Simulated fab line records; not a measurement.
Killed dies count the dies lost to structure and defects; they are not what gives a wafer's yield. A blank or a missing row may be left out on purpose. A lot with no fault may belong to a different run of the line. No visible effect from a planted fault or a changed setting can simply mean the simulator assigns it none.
fab line records -- flow gf180mcu -- part 2 of 2: steps 33 to 44 of 44
[record] lots = 5, wafers = 15, last_day = 35
route steps=602 shown MVSD@70 MVPSD@78 VT_IMPLANT@90
lots untouched by any fault: they come from a run of this same line in which no faults occurred
start_h: start of the lot's first displayed wafer, in hours after the record's first day -- wait_h: hours elapsed since this lot's preceding step -- " same as the row above -- L1.1+2: a single row standing in for several wafers -- - no value, or no start was given -- * or withheld: withheld -- < > ~ a bound
route shown NAME@n: NAME is a module with steps in the file, n the number in the route of the first one -- usual: mean/standard deviation taken from wafers without a fault -- same: alike in all rows -- chamber/n: place in a boat -- sites: each site's reading -- _std_site: their standard deviation -- _edge_site: mean of outer sites minus mean of inner sites -- radius_mm: for every site, how far away it sits from the centre of the wafer -- mask NAME#n: copy n -- behind: the last tool/chamber to shape the wafer -- hold: the reason the lot was held/the length of the hold in hours/how it ended -- device: the n, p or np transistor that did not switch -- end of line: at the end of the route, the tests of the same wafers -- for a step that has no rows: nothing shown but its recipe -- killed: at the first sort, the dies lost to defects and structure; wafer yield is something else -- map: a wafer's dies, x killed, . not, _ none there
set.NAME: setting as actually run; set.NAME@STEP: the setting as run at that earlier step -- model.NAME: the simulator's own value behind a step, which no gauge read
lots at some steps of the route; a table a step, a row a wafer
services: a tool's chamber out of use, with start hour (start_h, from the record's first day; less than 0 if before it), hours out, and reason
[[steps]]
[step GF_VT_IMPLANT_HMDS_12]
[recipe] prime_time_s = 60, prime_temp_c = 120
[same] prime_time_s = 60
lot.wafer,tool,chamber,start_h,wait_h
L084.2+5+6,litho_track-03,0,181.87,0.1
L089.1+3+4,litho_track-01,0,218.37,0.1
L092.3+5+6,litho_track-03,0,235.25,0.1
L094.3+5+6,litho_track-02,0,245.54,0.1
L097.1+2+4,litho_track-01,0,266.42,0.1
[step GF_VT_IMPLANT_COAT_13]
[recipe] resist = NOVOLAK, spin_rpm = 3000, resist_thk_nm = 1000
[usual] spin_speed_rpm = 3000.5/1.7
lot.wafer,tool,chamber,start_h,wait_h,spin_speed_rpm
L084.2,litho_track-03,0,182.02,0.1,3001.0
L084.5,litho_track-03,0,182.02,0.1,3002.6
L084.6,litho_track-03,0,182.02,0.1,3001.4
L089.1,litho_track-01,0,218.52,0.1,3000.6
L089.3,litho_track-01,0,218.52,0.1,3000.2
L089.4,litho_track-01,0,218.52,0.1,3000.5
L092.3,litho_track-03,0,235.40,0.1,2998.2
L092.5,litho_track-03,0,235.40,0.1,2998.3
L092.6,litho_track-03,0,235.40,0.1,3001.4
L094.3,litho_track-02,0,245.69,0.1,3002.0
L094.5,litho_track-02,0,245.69,0.1,3002.5
L094.6,litho_track-02,0,245.69,0.1,3001.7
L097.1,litho_track-01,0,266.57,0.1,2997.2
L097.2,litho_track-01,0,266.57,0.1,3000.6
L097.4,litho_track-01,0,266.57,0.1,2998.7
[step GF_VT_IMPLANT_SOFTBAKE_14]
[recipe] temp_c = 90, time_s = 60, resist = NOVOLAK
lot.wafer,tool,chamber,start_h,wait_h
L084.2+5+6,litho_track-03,0,182.17,0.1
L089.1+3+4,litho_track-01,0,218.67,0.1
L092.3+5+6,litho_track-03,0,235.55,0.1
L094.3+5+6,litho_track-02,0,245.84,0.1
L097.1+2+4,litho_track-01,0,266.72,0.1
[step GF_VT_IMPLANT_EXPOSE_15]
[recipe] mask_id = Nwell_LV_AREA, target_cd_nm = 860, na = 0.6, source_shape = conventional, sigma_outer = 0.6, dose_mj = 140
[usual] reticle_temp_C = 22.99/0.1
lot.wafer,tool,chamber,start_h,wait_h,mask,reticle_temp_C
L084.2,iline_stepper-02,0,-,-,Nwell_LV_AREA#0,22.85
L084.5,iline_stepper-02,0,-,-,Nwell_LV_AREA#0,22.89
L084.6,iline_stepper-02,0,-,-,Nwell_LV_AREA#0,22.93
L089.1,iline_stepper-02,0,-,-,Nwell_LV_AREA#0,22.85
L089.3,iline_stepper-02,0,-,-,Nwell_LV_AREA#0,23.02
L089.4,iline_stepper-02,0,-,-,Nwell_LV_AREA#0,23.06
L092.3,iline_stepper-01,0,-,-,Nwell_LV_AREA#0,23.03
L092.5,iline_stepper-01,0,-,-,Nwell_LV_AREA#0,23.04
L092.6,iline_stepper-01,0,-,-,Nwell_LV_AREA#0,23.12
L094.3,iline_stepper-02,0,-,-,Nwell_LV_AREA#0,23.02
L094.5,iline_stepper-02,0,-,-,Nwell_LV_AREA#0,22.94
L094.6,iline_stepper-02,0,-,-,Nwell_LV_AREA#0,22.98
L097.1,iline_stepper-02,0,-,-,Nwell_LV_AREA#0,23.14
L097.2,iline_stepper-02,0,-,-,Nwell_LV_AREA#0,23.03
L097.4,iline_stepper-02,0,-,-,Nwell_LV_AREA#0,23.11
[step GF_VT_IMPLANT_PEB_16]
[recipe] temp_c = withheld, time_s = *, resist = NOVOLAK
lot.wafer,tool,chamber,start_h,wait_h
L084.2+5+6,litho_track-01,0,-,-
L089.1+3+4,litho_track-02,0,-,-
L092.3+5+6,litho_track-01,0,-,-
L094.3+5+6,litho_track-03,0,-,-
L097.1+2+4,litho_track-02,0,-,-
[step GF_VT_IMPLANT_DEVELOP_17]
[recipe] develop_time_s = 60, dev_temp_c = 23
lot.wafer,tool,chamber,start_h,wait_h
L084.2+5+6,litho_track-01,0,191.19,0.1
L089.1+3+4,litho_track-02,0,227.69,0.1
L092.3+5+6,litho_track-01,0,245.47,0.1
L094.3+5+6,litho_track-03,0,254.85,0.1
L097.1+2+4,litho_track-02,0,276.34,0.1
[step GF_VT_IMPLANT_OVL_MEAS_18]
[usual] VT_IMPLANT_01_OVL = -0.4/1.7
lot.wafer,tool,chamber,start_h,wait_h,VT_IMPLANT_01_OVL[nm]
L084.2,overlay-02,-,191.32,0.1,-2.5
L084.5,overlay-02,-,191.32,0.1,-2.2
L084.6,overlay-02,-,191.32,0.1,-1.4
L089.1,overlay-01,-,227.84,0.1,-0.3
L089.3,overlay-01,-,227.84,0.1,2.4
L089.4,overlay-01,-,227.84,0.1,-0.6
L092.3,overlay-01,-,245.58,0.1,2.8
L092.5,overlay-01,-,245.58,0.1,2.3
L092.6,overlay-01,-,245.58,0.1,1.9
L094.3,overlay-01,-,254.96,0.1,-3.4
L094.5,overlay-01,-,254.96,0.1,-2.5
L094.6,overlay-01,-,254.96,0.1,-3.6
L097.1,overlay-02,-,276.49,0.1,1.5
L097.2,overlay-02,-,276.49,0.1,0.0
L097.4,overlay-02,-,276.49,0.1,-2.2
[step GF_VT_IMPLANT_IMPLANT_19]
[recipe] species = As, energy_kev = 100, dose_cm2 = 4.35e+12, tilt_deg = 7
lot.wafer,tool,chamber,start_h,wait_h
L084.2+5+6,implanter-02,0,191.38,0.0
L089.1+3+4,implanter-04,0,227.88,0.0
L092.3+5+6,implanter-02,0,245.65,0.1
L094.3+5+6,implanter-04,0,255.03,0.1
L097.1+2+4,implanter-04,0,276.53,0.0
[step GF_VT_IMPLANT_STRIP_20]
[recipe] chemistry = O2/N2, power_w = 1400, pressure_mtorr = 1500, platen_temp_c = 250, o2_flow_sccm = 3000, n2_flow_sccm = 300, overash_fraction = 0.5
[usual] drypump_motor_current_A = 5.6/0.55, heater_power_w = 325/27, n2_flow_sccm = 299.9/0.84, oes_product_au = 0.717/0.0046, strip_time_to_endpoint_s = 12.64/0.037
lot.wafer,tool,chamber,start_h,wait_h,drypump_motor_current_A,heater_power_w,n2_flow_sccm,oes_product_au,rf_hours_counter_h,strip_time_to_endpoint_s
L084.2,plasma_asher-02,1,191.50,0.1,5.4,357,300.5,0.720,55,12.64
L084.5,plasma_asher-02,1,191.50,0.1,5.5,364,300.1,0.714,-,12.69
L084.6,plasma_asher-02,0,191.50,0.1,4.7,294,300.8,0.721,-,12.64
L089.1,plasma_asher-01,0,228.03,0.1,6.3,355,298.6,0.712,41,12.67
L089.3,plasma_asher-01,1,228.03,0.1,6.1,315,300.5,0.717,-,12.61
L089.4,plasma_asher-01,0,228.03,0.1,6.3,349,299.8,0.714,-,12.62
L092.3,plasma_asher-01,1,245.79,0.1,6.0,319,300.2,0.719,-,12.62
L092.5,plasma_asher-01,1,245.79,0.1,6.0,322,299.6,0.719,-,12.71
L092.6,plasma_asher-01,0,245.79,0.1,6.3,340,299.2,0.716,-,12.67
L094.3,plasma_asher-02,0,255.17,0.1,4.7,284,297.3,0.715,-,12.60
L094.5,plasma_asher-02,1,255.17,0.1,5.5,376,298.9,0.724,-,12.63
L094.6,plasma_asher-02,0,255.17,0.1,4.7,293,298.3,0.717,-,12.66
L097.1,plasma_asher-02,1,276.68,0.1,5.5,364,300.6,0.717,64,12.57
L097.2,plasma_asher-02,0,276.68,0.1,4.7,284,299.4,0.711,64,12.59
L097.4,plasma_asher-02,0,276.68,0.1,4.7,293,299.7,0.725,-,12.60
[step GF_VT_IMPLANT_TW_MEAS_21]
[usual] VT_IMPLANT_2_TW = 1219/12
lot.wafer,tool,chamber,start_h,wait_h,VT_IMPLANT_2_TW
L084.2,film_metro-03,-,191.61,0.1,1225
L084.5,film_metro-03,-,191.61,0.1,1225
L084.6,film_metro-03,-,191.61,0.1,1221
L089.1,film_metro-03,-,228.13,0.1,1225
L089.3,film_metro-03,-,228.13,0.1,1224
L089.4,film_metro-03,-,228.13,0.1,1223
L092.3,film_metro-02,-,245.87,0.1,1218
L092.5,film_metro-02,-,245.87,0.1,1222
L092.6,film_metro-02,-,245.87,0.1,1224
L094.3,film_metro-04,-,255.25,0.1,1187
L094.5,film_metro-04,-,255.25,0.1,1191
L094.6,film_metro-04,-,255.25,0.1,1193
L097.1,film_metro-03,-,276.78,0.1,1228
L097.2,film_metro-03,-,276.78,0.1,1223
L097.4,film_metro-03,-,276.78,0.1,1237
[step GF_VT_IMPLANT_DEHYDRATE_22]
[recipe] temp_c = 200, time_s = 60
lot.wafer,tool,chamber,start_h,wait_h
L084.2+5+6,litho_track-01,0,199.14,7.5
L089.1+3+4,litho_track-03,0,236.30,8.2
L092.3+5+6,litho_track-02,0,254.59,8.7
L094.3+5+6,litho_track-03,0,264.15,8.9
L097.1+2+4,litho_track-03,0,286.45,9.7
[step GF_VT_IMPLANT_HMDS_23]
[recipe] prime_time_s = 60, prime_temp_c = 120
[same] prime_time_s = 60
lot.wafer,tool,chamber,start_h,wait_h
L084.2+5+6,litho_track-01,0,199.29,0.1
L089.1+3+4,litho_track-03,0,236.45,0.1
L092.3+5+6,litho_track-02,0,254.74,0.1
L094.3+5+6,litho_track-03,0,264.30,0.1
L097.1+2+4,litho_track-03,0,286.60,0.1
[[services]]
tool,chamber,start_h,hours,kind
plasma_asher-03,0,117.75,-,clean
plasma_asher-03,1,117.75,-,clean
plasma_asher-03,-,120.32,7.0,pm
implanter-03,-,132.94,2.1,pm
implanter-04,-,156.98,3.9,pm
implanter-04,-,174.15,1.4,repair
iline_stepper-01,-,187.68,2.6,repair
implanter-01,-,190.79,0.9,repair
iline_stepper-01,0,196.68,-,calibration
implanter-04,-,199.52,3.0,repair
implanter-01,-,206.57,4.2,pm
implanter-02,-,206.84,12.8,pm
implanter-04,-,210.85,3.0,pm
implanter-02,-,224.84,1.6,repair
implanter-02,-,227.59,10.1,repair
iline_stepper-02,0,234.68,-,calibration
iline_stepper-02,-,252.83,1.7,pm
implanter-02,-,275.57,4.9,pm
